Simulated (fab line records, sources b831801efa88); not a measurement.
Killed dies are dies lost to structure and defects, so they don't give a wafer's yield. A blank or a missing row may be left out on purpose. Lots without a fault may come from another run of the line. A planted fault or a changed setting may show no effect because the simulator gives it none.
fab line records | flow sky130
record lots=5 wafers=15 last_day=50
route steps=708 shown METAL4@629 VIA4@639 METAL5@661 PAD_OPEN@708
lots that met no fault: from a run of the same line without faults
start_h: hours from the record's first day to the start of the lot's first wafer shown | wait_h: hours since the lot's step before | " the same as in the row above | L1.1+2: a row that stands for several wafers | - no value, or no start given | * or withheld: withheld | < > ~ a bound
route shown NAME@n: a module of which the file shows steps, and the number in the route of the first | usual: mean/standard deviation of fault-free wafers | same: alike in all rows | chamber/n: place in a boat | sites: the reading at each site | _std_site: their standard deviation | _edge_site: outer sites' mean less inner sites' | radius_mm: how far each site lies from the wafer's centre | mask NAME#n: copy n | behind: the tool/chamber that last shaped the wafer | hold: why the lot was held/for how many hours/how that ended | device: the transistor (n, p or np) that didn't switch | end of line: the same wafers' tests at the end of the route | a step without rows: its recipe alone | killed: dies lost to structure and defects at the first sort, not the wafer's yield | map: a wafer's dies, x killed, . not, _ none there
set.NAME: the setting as run; set.NAME@STEP: as run at that earlier step | model.NAME: the simulator's own value behind a step, which no gauge read
lots at some steps of the route; a table a step, a row a wafer
services: from which hour (start_h, from the record's first day; less than 0 if before it) a tool's chamber was out of use, for how many hours, and why
## steps
# step SKY_METAL4_CD_MEAS_13
# recipe target_cd_nm=300
# usual cd_nm=300.4/1.5
# columns lot.wafer tool chamber start_h wait_h cd_nm
L497.1 cd_sem-01 - 980.81 - 299.8
L497.3 " - " " 300.6
L497.6 " - " " 300.5
L499.1 cd_sem-01 - 992.01 - 302.1
L499.3 " - " " 300.8
L499.6 " - " " 300.6
L504.1 cd_sem-02 - 1046.54 - 301.9
L504.3 " - " " 302.5
L504.6 " - " " 302.6
L511.1 cd_sem-02 - 1087.88 - 300.6
L511.5 " - " " 301.0
L511.6 " - " " 301.7
L519.1 cd_sem-02 - 1123.48 - 297.3
L519.2 " - " " 297.9
L519.4 " - " " 299.2
# step SKY_METAL4_OVL_MEAS_14
# usual METAL4_OVL=2/5.7
# columns lot.wafer tool chamber start_h wait_h METAL4_OVL[nm]
L497.1 overlay-01 - 980.93 0.1 -7
L497.3 " - " " -2
L497.6 " - " " -5
L499.1 overlay-02 - 992.13 0.1 6
L499.3 " - " " 1
L499.6 " - " " 7
L504.1 overlay-02 - 1046.66 0.1 -1
L504.3 " - " " 1
L504.6 " - " " 0
L511.1 overlay-01 - 1088.00 0.1 2
L511.5 " - " " -1
L511.6 " - " " 3
L519.1 overlay-01 - 1123.60 0.1 1
L519.2 " - " " 13
L519.4 " - " " 6
# step SKY_METAL4_DESCUM_15
# recipe chemistry=O2 source_power_w=150 bias_power_w=0 pressure_mtorr=10 temp_c=40 time_s=8
# usual chamber_pressure_mTorr=9.999/0.009 drypump_motor_current_A=6.0/0.34 oes_product_au=0.998/0.009
# columns lot.wafer tool chamber start_h wait_h chamber_pressure_mTorr drypump_motor_current_A oes_product_au rf_hours_counter_h
L497.1 rie_metal-02 1 980.96 0.0 9.998 5.2 0.994 18
L497.3 " 1 " " 9.997 5.2 0.988 -
L497.6 " 1 " " 9.996 5.2 0.997 -
L499.1 rie_metal-04 1 992.16 0.0 10.002 6.1 1.001 17
L499.3 " 0 " " 10.002 6.1 0.996 -
L499.6 " 0 " " 10.014 6.1 0.993 -
L504.1 rie_metal-02 1 1046.69 0.0 10.002 5.2 1.005 22
L504.3 " 0 " " 10.007 6.4 0.993 -
L504.6 " 1 " " 10.014 5.2 1.005 -
L511.1 rie_metal-01 1 1088.04 0.0 10.004 6.0 0.995 14
L511.5 " 0 " " 10.001 5.6 1.011 -
L511.6 " 1 " " 10.013 6.0 1.001 -
L519.1 rie_metal-01 1 1123.64 0.0 9.991 6.0 0.987 17
L519.2 " 1 " " 9.992 6.0 0.994 -
L519.4 " 1 " " 10.006 6.0 0.990 -
# step SKY_METAL4_ETCH_16
# recipe chemistry=N2/H2 target=BARC ion_energy_ev=200 bias_w=100 pressure_mtorr=30 n2_flow_sccm=100 h2_flow_sccm=200 icp_w=500 stop_on=SiO2 time_s=88.2 target_depth_a=600
# step SKY_METAL4_ETCH_17
# recipe target=SiO2 stop_on=TiN chemistry=C4F8/O2/Ar source_w=1500 bias_w=1185 pressure_mtorr=40 c4f8_flow_sccm=withheld O2_flow_sccm=6 Ar_flow_sccm=300 time_s=3.9 target_depth_a=150
# step SKY_METAL4_METAL_ETCH_18
# recipe target_depth_a=8450 stop_on=SiO2 over_etch_frac=0.3 time_s=183.1 chemistry=Cl2/BCl3 resist_sidewall_deg=88 pressure_mtorr=10 icp_w=900 bias_w=48.5 Cl2_flow_sccm=60 bcl3_flow_sccm=30
# step SKY_METAL4_STRIP_19
# recipe chemistry=O2/N2 power_w=1400 pressure_mtorr=1500 platen_temp_c=withheld o2_flow_sccm=3000 n2_flow_sccm=300 overash_fraction=0.5
# usual chamber_pressure_mTorr=1500.1/1.4 drypump_motor_current_A=5.5/0.4 oes_product_au=0.503/0.0062 strip_time_to_endpoint_s=6.56/0.09
# columns lot.wafer tool chamber start_h wait_h chamber_pressure_mTorr drypump_motor_current_A oes_product_au rf_hours_counter_h strip_time_to_endpoint_s
L497.1 plasma_asher-02 0 981.29 0.1 1499.4 5.0 0.499 24 6.55
L497.3 " 1 " " 1501.4 4.9 0.500 - 6.49
L497.6 " 0 " " 1500.2 5.0 0.513 - 6.53
L499.1 plasma_asher-01 0 992.49 0.1 1502.5 5.4 0.502 82 6.49
L499.3 " 0 " " 1501.3 5.3 0.499 - 6.62
L499.6 " 1 " " 1498.3 5.8 0.499 - 6.41
L504.1 plasma_asher-03 1 1047.02 0.1 1500.8 6.0 0.504 64 6.54
L504.3 " 1 " " 1498.4 5.9 0.501 - 6.57
L504.6 " 0 " " 1501.0 5.8 0.493 - 6.51
L511.1 plasma_asher-03 0 1088.36 0.1 1500.6 5.8 0.503 69 6.55
L511.5 " 0 " " 1495.9 5.8 0.504 - 6.58
L511.6 " 1 " " 1499.4 6.0 0.504 - 6.56
L519.1 plasma_asher-01 0 1124.09 0.1 1498.7 5.3 0.505 95 6.59
L519.2 " 1 " " 1500.2 5.8 0.508 95 6.59
L519.4 " 0 " " 1501.4 5.3 0.502 - 6.55
# step SKY_METAL4_STRIP_20
# recipe chemistry=post_etch_residue_remover time_s=1200 temp_c=72.5
# step SKY_METAL4_CLEAN_21
# recipe chemistry=IPA time_s=180 temp_c=25
# step SKY_METAL4_CLEAN_22
# recipe chemistry=O3/DIW dry=n2_spin
# step SKY_VIA4_HDPCVD_00
# recipe material=SiO2 target_thk_nm=1750 sigma_open_frac=0.3 time_s=291.7 temp_c=400 sih4_flow_sccm=60 pressure_mtorr=6
# step SKY_VIA4_THK_MEAS_01
# recipe reads=SiO2_of_VIA4_HDPCVD_00
# usual VIA4_HDPCVD_THK=1757/26
# columns lot.wafer tool chamber start_h wait_h VIA4_HDPCVD_THK[nm]
L497.1 film_metro-03 - 982.14 0.1 1761
L497.3 " - " " 1757
L497.6 " - " " 1750
L499.1 film_metro-03 - 993.26 0.1 1810
L499.3 " - " " 1760
L499.6 " - " " 1773
L504.1 film_metro-03 - 1047.80 0.1 1775
L504.3 " - " " 1765
L504.6 " - " " 1809
L511.1 film_metro-03 - 1089.13 0.1 1728
L511.5 " - " " 1763
L511.6 " - " " 1725
L519.1 film_metro-02 - 1124.87 0.1 1713
L519.2 " - " " 1747
L519.4 " - " " 1724
# step SKY_VIA4_CMP_02
# recipe material=SiO2 down_force_psi=4 platen_rpm=60 pad_velocity_m_s=0.94248
# usual edge_zone_pressure_frac=1.000/0.0054 motor_current_A=11.8/1.5
# columns lot.wafer tool chamber start_h wait_h edge_zone_pressure_frac motor_current_A
L497.3 cmp-02 1 982.20 0.0 1.012 11.6
L497.1 " 3 " " 1.003 12.0
L497.6 " 2 " " 0.992 10.0
L499.3 cmp-02 2 993.32 0.0 1.007 9.8
L499.1 " 0 " " 1.000 13.8
L499.6 " 2 " " 1.003 9.8
L504.3 cmp-02 0 1047.91 0.1 1.008 14.3
L504.1 " 2 " " 1.003 9.5
L504.6 " 0 " " 1.004 13.7
L511.1 cmp-01 0 1089.24 0.1 0.999 15.0
L511.5 " 3 " " 1.003 10.2
L511.6 " 0 " " 1.007 15.3
L519.2 cmp-02 1 1125.02 0.1 1.005 11.6
L519.4 " 2 " " 0.998 9.8
L519.1 " 3 " " 0.993 11.8
# step SKY_VIA4_BOW_MEAS_03
# recipe mode=bow
# usual VIA4_BOW=81/7.8
# columns lot.wafer tool chamber start_h wait_h VIA4_BOW[um]
L497.1 film_metro-03 - 982.50 0.1 76
L497.3 " - " " 77
L497.6 " - " " 95
L499.1 film_metro-02 - 993.62 0.1 82
L499.3 " - " " 95
L499.6 " - " " 81
L504.1 film_metro-02 - 1048.16 0.1 81
L504.3 " - " " 85
L504.6 " - " " 81
L511.1 film_metro-03 - 1089.49 0.2 89
L511.5 " - " " 68
L511.6 " - " " 85
L519.1 film_metro-02 - 1125.27 0.1 91
L519.2 " - " " 80
L519.4 " - " " 88
# step SKY_VIA4_DEHYDRATE_04
# recipe temp_c=200 time_s=60
# step SKY_VIA4_HMDS_05
# recipe prime_time_s=60 prime_temp_c=120
# step SKY_VIA4_COAT_06
# recipe resist=NOVOLAK spin_rpm=3000 resist_thk_nm=1140
# step SKY_VIA4_SOFTBAKE_07
# recipe temp_c=90 time_s=60 resist=NOVOLAK
# step SKY_VIA4_EXPOSE_08
# recipe mask_id=VIM4 na=0.6 source_shape=conventional sigma_outer=0.6 polarization=unpolarized target_cd_nm=800 dose_mj=132
# step SKY_VIA4_PEB_09
# recipe temp_c=withheld time_s=* resist=NOVOLAK
# step SKY_VIA4_DEVELOP_10
# recipe resist=NOVOLAK developer=TMAH develop_time_s=60 dev_temp_c=23
# step SKY_VIA4_OVL_MEAS_11
# usual VIA4_OVL=0.0/1.5
# columns lot.wafer tool chamber start_h wait_h VIA4_OVL[nm]
L497.1 overlay-01 - 1005.35 0.1 1.9
L497.3 " - " " -0.4
L497.6 " - " " 0.7
L499.1 overlay-02 - 1015.93 0.1 0.2
L499.3 " - " " -0.5
L499.6 " - " " -0.9
L504.1 overlay-01 - 1068.41 0.1 -1.7
L504.3 " - " " -3.9
L504.6 " - " " -1.8
L511.1 overlay-01 - 1109.13 0.1 -0.8
L511.5 " - " " -0.7
L511.6 " - " " -1.7
L519.1 overlay-02 - 1144.31 0.1 -1.5
L519.2 " - " " -1.4
L519.4 " - " " -0.6
# step SKY_VIA4_ETCH_12
# recipe target=SiO2 chemistry=C4F8/O2/Ar stop_on=TiN mask_material=NOVOLAK source_w=1500 bias_w=1200 pressure_mtorr=40 c4f8_flow_sccm=withheld O2_flow_sccm=6 Ar_flow_sccm=300 time_s=withheld target_depth_a=5800
# step SKY_VIA4_STRIP_13
# recipe chemistry=O2/N2 power_w=1400 pressure_mtorr=1500 platen_temp_c=withheld o2_flow_sccm=3000 n2_flow_sccm=300 overash_fraction=0.5
# usual chamber_pressure_mTorr=1500.0/1.5 drypump_motor_current_A=5.66/0.28 oes_product_au=0.710/0.0049 strip_time_to_endpoint_s=12.808/0.03
# columns lot.wafer tool chamber start_h wait_h chamber_pressure_mTorr drypump_motor_current_A oes_product_au rf_hours_counter_h strip_time_to_endpoint_s
L497.1 plasma_asher-01 0 1005.46 - 1502.9 5.34 0.708 84 12.791
L497.3 " 0 " " 1499.9 5.36 0.711 - 12.806
L497.6 " 0 " " 1500.4 5.36 0.720 - 12.776
L499.1 plasma_asher-01 1 1016.04 - 1501.8 5.80 0.718 85 12.784
L499.3 " 1 " " 1502.1 5.84 0.709 - 12.788
L499.6 " 0 " " 1500.9 5.36 0.710 - 12.813
L504.1 plasma_asher-01 0 1068.52 - 1499.4 5.35 0.707 90 12.781
L504.3 " 0 " " 1500.3 5.36 0.715 - 12.797
L504.6 " 1 " " 1499.0 5.82 0.704 - 12.811
L511.1 plasma_asher-01 1 1109.24 - 1499.5 5.81 0.706 94 12.808
L511.5 " 0 " " 1499.2 5.33 0.711 - 12.788
L511.6 " 1 " " 1501.3 5.80 0.708 - 12.787
L519.1 plasma_asher-01 0 1144.42 - 1498.8 5.33 0.713 97 12.807
L519.2 " 1 " " 1498.3 5.85 0.712 97 12.814
L519.4 " 1 " " 1500.3 5.86 0.710 - 12.838
# step SKY_VIA4_STRIP_14
# recipe chemistry=post_etch_residue_remover time_s=1200 temp_c=72.5
# step SKY_VIA4_CLEAN_15
# recipe chemistry=IPA time_s=180 temp_c=25
# step SKY_VIA4_CLEAN_16
# recipe chemistry=O3/DIW dry=n2_spin
# step SKY_VIA4_SPUTTER_17
# recipe material=TiN target_thk_nm=20 chamber_pressure_pa=5 power_w=4000 time_s=80
# step SKY_VIA4_CVD_18
# recipe material=W target_thk_nm=505 time_s=152.14 temp_c=400 pressure_torr=40
# usual heater_power_w=899/58
# columns lot.wafer tool chamber start_h wait_h heater_power_w
L497.1 cvd_w-02 0 1006.16 0.0 931
L497.3 " 1 " " 812
L497.6 " 0 " " 933
L499.1 cvd_w-02 1 1016.69 0.0 808
L499.3 " 1 " " 822
L499.6 " 1 " " 807
L504.1 cvd_w-02 1 1069.18 0.0 821
L504.3 " 1 " " 819
L504.6 " 0 " " 912
L511.1 cvd_w-01 0 1109.89 0.0 943
L511.5 " 1 " " 870
L511.6 " 0 " " 943
L519.1 cvd_w-02 1 1145.08 0.0 813
L519.2 " 0 " " 941
L519.4 " 1 " " 821
# step SKY_VIA4_RS_MEAS_19
# recipe thk_meas_gauge=four-point-probe reads=W_of_VIA4_CVD_18+TiN_of_VIA4_SPUTTER_17
# usual VIA4_W_RS=0.2254/0.0021
# columns lot.wafer tool chamber start_h wait_h VIA4_W_RS[ohm/sq]
L497.1 film_metro-02 - 1006.31 0.1 0.2254
L497.3 " - " " 0.2251
L497.6 " - " " 0.2253
L499.1 film_metro-03 - 1016.84 0.1 0.2262
L499.3 " - " " 0.2237
L499.6 " - " " 0.2241
L504.1 film_metro-02 - 1069.33 0.1 0.2232
L504.3 " - " " 0.2231
L504.6 " - " " 0.2246
L511.1 film_metro-02 - 1110.05 0.1 0.2265
L511.5 " - " " 0.2241
L511.6 " - " " 0.2248
L519.1 film_metro-03 - 1145.23 0.1 0.2265
L519.2 " - " " 0.2262
L519.4 " - " " 0.2266
# step SKY_VIA4_THK_MEAS_20
# recipe thk_meas_gauge=xrf reads=W_of_VIA4_CVD_18
# usual VIA4_W_THK=512/7.6
# columns lot.wafer tool chamber start_h wait_h VIA4_W_THK[nm]
L497.1 film_metro-02 - 1006.43 0.1 505
L497.3 " - " " 503
L497.6 " - " " 503
L499.1 film_metro-03 - 1016.96 0.1 514
L499.3 " - " " 517
L499.6 " - " " 517
L504.1 film_metro-02 - 1069.45 0.1 513
L504.3 " - " " 518
L504.6 " - " " 511
L511.1 film_metro-02 - 1110.17 0.1 512
L511.5 " - " " 520
L511.6 " - " " 519
L519.1 film_metro-03 - 1145.35 0.1 512
L519.2 " - " " 512
L519.4 " - " " 514
# step SKY_VIA4_CMP_21
# recipe stop_on=SiO2 t_overpolish_s=25 down_force_psi=3.5 platen_rpm=60 target_thk_nm=0 pad_velocity_m_s=0.94248
# step SKY_METAL5_SPUTTER_00
# recipe material=Ti target_thk_nm=15 power_w=3000 time_s=10 chamber_pressure_pa=0.4
# step SKY_METAL5_SPUTTER_01
# recipe material=TiN target_thk_nm=20 power_w=6500 time_s=16.7 chamber_pressure_pa=0.4
# step SKY_METAL5_SPUTTER_02
# recipe material=AlCu target_thk_nm=1150 power_w=10600 time_s=61.2 chamber_pressure_pa=0.4
# step SKY_METAL5_SPUTTER_03
# recipe material=Ti target_thk_nm=5 power_w=3000 time_s=3.393 chamber_pressure_pa=0.4
# usual chamber_pressure_pa=0.4001/0.00077 throttle_valve_pct=30.2/0.84
# columns lot.wafer tool chamber start_h wait_h chamber_pressure_pa throttle_valve_pct
L497.1 pvd_sputter-03 - 1006.97 0.0 0.3993 30.5
L497.3 " - " " 0.4020 32.1
L497.6 " - " " 0.3991 32.0
L499.1 pvd_sputter-02 - 1017.42 0.0 0.4008 29.7
L499.3 " - " " 0.3988 30.1
L499.6 " - " " 0.3998 30.4
L504.1 pvd_sputter-01 - 1069.91 0.0 0.4013 29.6
L504.3 " - " " 0.4007 31.5
L504.6 " - " " 0.4013 29.6
L511.1 pvd_sputter-01 - 1110.72 0.0 0.4002 29.4
L511.5 " - " " 0.4005 31.4
L511.6 " - " " 0.4009 29.2
L519.1 pvd_sputter-01 - 1145.81 0.0 0.4004 29.4
L519.2 " - " " 0.3994 29.3
L519.4 " - " " 0.4000 31.4
# step SKY_METAL5_SPUTTER_04
# recipe material=TiN target_thk_nm=70 power_w=6500 time_s=58.3 chamber_pressure_pa=0.4
# step SKY_METAL5_RS_MEAS_05
# recipe thk_meas_gauge=four-point-probe reads=TiN_of_METAL5_SPUTTER_04+Ti_of_METAL5_SPUTTER_03+AlCu_of_METAL5_SPUTTER_02+TiN_of_METAL5_SPUTTER_01+Ti_of_METAL5_SPUTTER_00
# usual METAL5_ALCU_RS=0.0272/0.00032
# columns lot.wafer tool chamber start_h wait_h METAL5_ALCU_RS[ohm/sq]
L497.1 film_metro-03 - 1007.05 0.0 0.0273
L497.3 " - " " 0.0272
L497.6 " - " " 0.0275
L499.1 film_metro-02 - 1017.49 0.0 0.0276
L499.3 " - " " 0.0273
L499.6 " - " " 0.0272
L504.1 film_metro-01 - 1069.97 0.0 0.0277
L504.3 " - " " 0.0281
L504.6 " - " " 0.0278
L511.1 film_metro-03 - 1110.79 0.0 0.0273
L511.5 " - " " 0.0275
L511.6 " - " " 0.0273
L519.1 film_metro-01 - 1145.88 0.0 0.0274
L519.2 " - " " 0.0272
L519.4 " - " " 0.0275
# step SKY_METAL5_THK_MEAS_06
# recipe thk_meas_gauge=xrf reads=AlCu_of_METAL5_SPUTTER_02
# usual METAL5_ALCU_THK=1152/13
# columns lot.wafer tool chamber start_h wait_h METAL5_ALCU_THK[nm]
L497.1 film_metro-03 - 1007.17 0.1 1146
L497.3 " - " " 1154
L497.6 " - " " 1135
L499.1 film_metro-02 - 1017.61 0.1 1128
L499.3 " - " " 1128
L499.6 " - " " 1129
L504.1 film_metro-01 - 1070.09 0.1 1134
L504.3 " - " " 1115
L504.6 " - " " 1134
L511.1 film_metro-03 - 1110.91 0.1 1157
L511.5 " - " " 1144
L511.6 " - " " 1156
L519.1 film_metro-01 - 1146.00 0.1 1139
L519.2 " - " " 1157
L519.4 " - " " 1139
# step SKY_METAL5_DEHYDRATE_07
# recipe temp_c=200 time_s=60
# step SKY_METAL5_HMDS_08
# recipe prime_time_s=60 prime_temp_c=120
# step SKY_METAL5_COAT_09
# recipe resist=NOVOLAK spin_rpm=3000 resist_thk_nm=1800
# step SKY_PAD_OPEN_PROBE_99
# usual defect_limited_yield=82.5/1.8 killed_at_M0_to_M3=43/6.5 killed_at_M4_up=3.1/1.8 killed_at_contacts=24/4.8 killed_at_front_end=15/4.7 killed_at_other=0.3/0.58 killed_dies=86/8.6 killed_on_rim=17/4.1 killed_open=47/6.7 killed_short=39/6.1 sort_bin_3_pad_short=0.8/0.38 sort_bin_5_function=10.4/1.3 sort_bin_6_memory=6.2/1.1 sort_n_pass=406/8.6 sort_yield_pct=82.5/1.8
# same gross_dies=492 killed_at_back_side=0 sort_bin_4_leakage[%]=0 sort_bin_8_speed[%]=0
# columns lot.wafer tool chamber start_h wait_h defect_limited_yield[%] killed_at_M0_to_M3 killed_at_M4_up killed_at_contacts killed_at_front_end killed_at_other killed_dies killed_on_rim killed_open killed_short sort_bin_3_pad_short[%] sort_bin_5_function[%] sort_bin_6_memory[%] sort_n_pass sort_yield_pct[%] model.etest.tester.sort_n_pass model.etest.tester.sort_yield_pct model.etest.tester.sort_bin_5_pct model.etest.tester.sort_bin_6_pct model.etest.tester.sort_bin_3_pct
L497.1 prober-01 - 1075.70 0.1 79.9 50 0 27 21 1 99 17 46 53 0.8 10.4 8.9 393 79.9 393 79.88 10.37 8.943 0.813
L497.3 prober-01 - 1075.80 0.2 82.9 36 3 28 17 0 84 18 42 42 1.2 10.0 5.9 408 82.9 408 82.93 9.959 5.894 1.22
L497.6 prober-01 - 1075.95 0.2 81.7 42 2 25 19 2 90 18 47 43 1.0 10.6 6.7 402 81.7 402 81.71 10.57 6.707 1.016
L499.1 prober-02 - 1085.89 0.1 81.9 51 4 23 11 0 89 25 54 35 1.2 12.0 4.9 403 81.9 403 81.91 11.99 4.878 1.22
L499.3 prober-02 - 1085.99 0.2 81.9 49 2 19 19 0 89 19 51 38 0.6 11.0 6.5 403 81.9 403 81.91 10.98 6.504 0.6098
L499.6 prober-02 - 1086.14 0.2 80.5 41 3 27 25 0 96 18 50 46 1.0 11.2 7.3 396 80.5 396 80.49 11.18 7.317 1.016
L504.1 prober-02 - 1134.96 0.1 33.5 32 269 18 8 0 327 73 27 31 6.9 43.3 16.3 165 33.5 165 33.54 43.29 16.26 6.911
L504.3 prober-02 - 1135.06 0.2 81.1 53 2 23 15 0 93 18 50 43 1.4 10.4 7.1 399 81.1 399 81.1 10.37 7.114 1.423
L504.6 prober-02 - 1135.21 0.2 81.7 42 4 31 13 0 90 17 49 41 0.4 10.8 7.1 402 81.7 402 81.71 10.77 7.114 0.4065
L511.1 prober-01 - 1169.93 0.1 85.0 48 0 22 4 0 74 18 33 41 0.6 7.9 6.5 418 85.0 418 84.96 7.927 6.504 0.6098
L511.5 prober-01 - 1170.13 0.2 85.0 39 2 25 8 0 74 16 49 25 0.2 10.2 4.7 418 85.0 418 84.96 10.16 4.675 0.2033
L511.6 prober-01 - 1170.18 0.2 82.5 38 6 25 17 0 86 21 43 43 0 10.2 7.3 406 82.5 406 82.52 10.16 7.317 0
L519.1 prober-01 - 1200.19 0.1 84.1 37 3 22 16 0 78 13 42 36 0.6 10.0 5.3 414 84.1 414 84.15 9.959 5.285 0.6098
L519.2 prober-01 - 1200.24 0.1 84.6 34 1 23 18 0 76 13 39 37 1.0 8.9 5.5 416 84.6 416 84.55 8.943 5.488 1.016
L519.4 prober-01 - 1200.34 0.2 82.9 44 1 24 15 0 84 19 46 38 0.6 8.7 7.7 408 82.9 408 82.93 8.74 7.724 0.6098
# killed by level:class
L497.1 FIELD_ISO:geometric_particle:short=8 CONTACT:geometric_particle:open=8 VIA2:geometric_particle:open=8 METAL2:geometric_particle:short=7 VIA1:geometric_particle:open=7 VIA3:geometric_particle:short=7 LI_CONTACT:geometric_particle:short=6 LI_CONTACT:geometric_particle:open=6
L497.3 CONTACT:geometric_particle:open=10 POLY_GATE:geometric_particle:short=8 VIA1:geometric_particle:open=8 LI_CONTACT:geometric_particle:open=7 LI_CONTACT:geometric_particle:short=5 VIA3:geometric_particle:open=5 METAL2:geometric_particle:open=4 VIA1:geometric_particle:short=4
L497.6 CONTACT:geometric_particle:open=9 VIA1:geometric_particle:short=8 METAL2:geometric_particle:short=8 VIA3:geometric_particle:open=8 VIA1:geometric_particle:open=7 LI_CONTACT:geometric_particle:open=6 FIELD_ISO:geometric_particle:open=5 LOCAL_INTERCONNECT:geometric_particle:short=5
L499.1 VIA1:geometric_particle:open=17 CONTACT:geometric_particle:open=10 VIA3:geometric_particle:open=7 VIA2:geometric_particle:open=5 LI_CONTACT:geometric_particle:open=5 METAL1:geometric_particle:short=5 FIELD_ISO:geometric_particle:short=4 METAL2:geometric_particle:short=4
L499.3 VIA1:geometric_particle:open=13 LI_CONTACT:geometric_particle:open=10 VIA2:geometric_particle:open=7 VIA3:geometric_particle:open=6 FIELD_ISO:geometric_particle:short=5 POLY_GATE:geometric_particle:short=5 METAL1:geometric_particle:short=5 VIA1:geometric_particle:short=5
L499.6 POLY_GATE:geometric_particle:short=12 LI_CONTACT:geometric_particle:open=9 CONTACT:geometric_particle:open=9 VIA1:geometric_particle:open=9 VIA1:geometric_particle:short=7 METAL1:geometric_particle:short=6 POLY_GATE:geometric_particle:open=5 CONTACT:geometric_particle:short=5
L504.1 VIA4:unspecified=269 METAL2:geometric_particle:short=7 CONTACT:geometric_particle:open=7 VIA2:geometric_particle:open=5 LOCAL_INTERCONNECT:geometric_particle:short=5 METAL3:geometric_particle:short=4 METAL1:geometric_particle:short=4 VIA3:geometric_particle:open=4
L504.3 VIA1:geometric_particle:open=12 VIA3:geometric_particle:open=8 METAL1:geometric_particle:short=8 LI_CONTACT:geometric_particle:open=7 VIA2:geometric_particle:open=7 CONTACT:geometric_particle:open=6 CONTACT:geometric_particle:short=5 VIA1:geometric_particle:short=5
L504.6 CONTACT:geometric_particle:open=11 VIA2:geometric_particle:open=11 LI_CONTACT:geometric_particle:open=9 METAL2:geometric_particle:short=8 FIELD_ISO:geometric_particle:open=7 LI_CONTACT:geometric_particle:short=5 METAL1:geometric_particle:short=5 VIA1:geometric_particle:open=5
L511.1 VIA1:geometric_particle:open=9 METAL1:geometric_particle:short=8 METAL2:geometric_particle:short=8 CONTACT:geometric_particle:open=7 VIA2:geometric_particle:short=5 METAL3:geometric_particle:short=5 LOCAL_INTERCONNECT:geometric_particle:open=4 LI_CONTACT:geometric_particle:open=4
L511.5 VIA1:geometric_particle:open=13 CONTACT:geometric_particle:open=11 LOCAL_INTERCONNECT:geometric_particle:short=6 VIA2:geometric_particle:open=5 LI_CONTACT:geometric_particle:open=4 METAL1:geometric_particle:open=4 VIA3:geometric_particle:open=4 FIELD_ISO:geometric_particle:short=3
L511.6 CONTACT:geometric_particle:open=10 VIA1:geometric_particle:open=10 VIA3:geometric_particle:open=5 METAL1:geometric_particle:short=5 METAL2:geometric_particle:short=5 VIA2:geometric_particle:open=5 METAL4:geometric_particle:short=5 FIELD_ISO:geometric_particle:short=4
L519.1 VIA1:geometric_particle:open=8 POLY_GATE:geometric_particle:open=7 VIA2:geometric_particle:open=7 CONTACT:geometric_particle:short=6 CONTACT:geometric_particle:open=6 VIA1:geometric_particle:short=6 VIA3:geometric_particle:open=6 LI_CONTACT:geometric_particle:open=5
L519.2 POLY_GATE:geometric_particle:open=8 VIA1:geometric_particle:open=8 CONTACT:geometric_particle:short=6 METAL2:geometric_particle:short=6 VIA2:geometric_particle:open=6 LI_CONTACT:geometric_particle:open=5 VIA3:geometric_particle:short=4 LI_CONTACT:geometric_particle:short=4
L519.4 CONTACT:geometric_particle:open=9 VIA2:geometric_particle:open=8 VIA1:geometric_particle:open=8 METAL2:geometric_particle:short=8 LI_CONTACT:geometric_particle:open=6 VIA3:geometric_particle:open=5 POLY_GATE:geometric_particle:open=4 LOCAL_INTERCONNECT:geometric_particle:short=4
# map L504.1 (x killed, . not)
__________x.xxxxxxxx_________
________...xx.xx..xxx._______
______.xxxx..xxxxxx.xxx._____
_____...x.xx.x.x...x.xxxx____
____xx.x..xx..xx.xxxxxxx.x___
___xxxxxxxx.x..xxx..xxxxxxx__
__xx.x..x.xxxx.xxxxx..xx.xxx_
_xx.xxx..xxxxxxxxxx..x.x.x..x
_xxx.xxx.x.xx..xxxxxxx.xx.xxx
_.xx..x.xx.xxx.xx.xx.xx.x.xxx
_x.xxxxxx..xxx.xx.x.xxx.....x
_xx.x.xxxx.....xxxx..xxx...xx
_x..xx.x.x.xxxx.xxxxxx..xxx..
_x.......xx.xxxxxxx.xxxx.xxx.
_xxxxxxxxxxxx.x.xx.x...x....x
__xxx.xx.x..x.xxx..xxxx.x.xx_
___x...xx...x.xxx..xxx..xxx__
____xxxxx.xxxx..x.xxxxx.x.___
_____x.x.x..x.xxxxxxx...x____
______xxxxxxxxxx.xx..x.._____
________x.xxxxxxx.xxxx_______
__________xxxxxxxxx._________
# map L499.6 (x killed, . not)
__________xx..x....._________
________.x...x..x....._______
______x......x.....x...._____
_____x.............x.....____
____..x..x.....xx......x..___
___..xx............x..x....__
__......x.x...x.....x..x...._
_...x..x.............x..x..x.
_xx..x.....x.....x...xx...x..
_.....................x......
_...xxx.xx........x....x....x
_..x..x......................
_.......x.........x.......x..
_...x..x.....x....x.x.....x..
_.x.......x.xx........xx.....
__.......xx......x....xxx.x._
___...xx..x..x....x....x...__
____....x....x.....xx...x.___
_____........xxx...xx....____
______xx......x........._____
________........x.x..._______
__________.xx.x.x..._________
## services
# columns tool chamber start_h hours kind
pvd_sputter-03 - 975.62 0.7 repair
plasma_asher-01 - 982.43 0.4 repair
rie_metal-04 - 988.89 2.8 pm
rie_metal-01 - 989.50 1.4 pm
plasma_asher-01 - 999.09 3.7 repair
plasma_asher-02 - 1008.19 2.8 pm
plasma_asher-01 - 1018.19 0.9 repair
cmp-01 - 1037.58 17.4 pm
rie_metal-02 - 1052.29 4.3 pm
cmp-02 - 1060.88 2.2 repair
plasma_asher-02 - 1063.33 0.8 repair
pvd_sputter-02 - 1068.27 6.0 repair
rie_metal-02 0 1072.14 4.6 repair
cvd_w-01 0 1076.35 1.6 repair
cmp-02 - 1078.59 0.6 repair
cmp-02 - 1083.05 1.5 repair
cvd_w-02 - 1083.47 0.6 repair
cmp-01 - 1084.00 4.0 pm
cmp-01 - 1087.04 1.8 repair
cmp-02 - 1103.05 0.4 repair
rie_metal-04 - 1105.95 0.7 repair
cvd_w-02 1 1117.35 8.4 repair
rie_metal-01 0 1119.43 25.7 repair
cmp-02 - 1121.99 0.2 repair
## key
first_sign step=SKY_PAD_OPEN_PROBE_99 reading=killed_at_M4_up direction=up sigmas=99+ usual=3.1 struck=269
effect step=SKY_PAD_OPEN_PROBE_99 reading=defect_limited_yield direction=down sigmas=28 usual=82.5 struck=33.5
model_effect step=SKY_PAD_OPEN_PROBE_99 value=etest.tester.sort_n_pass without=404 struck=165
met_at SKY_VIA4_CMP_02
struck_wafers L504.1
onset_between 993.32 1047.91
fault kind=chamber_particle_source tool=cmp-02 chamber=2 onset_h=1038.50 steps=SKY_VIA4_CMP_02 rate_per_visit_cm2=1.7286 end_h=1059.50
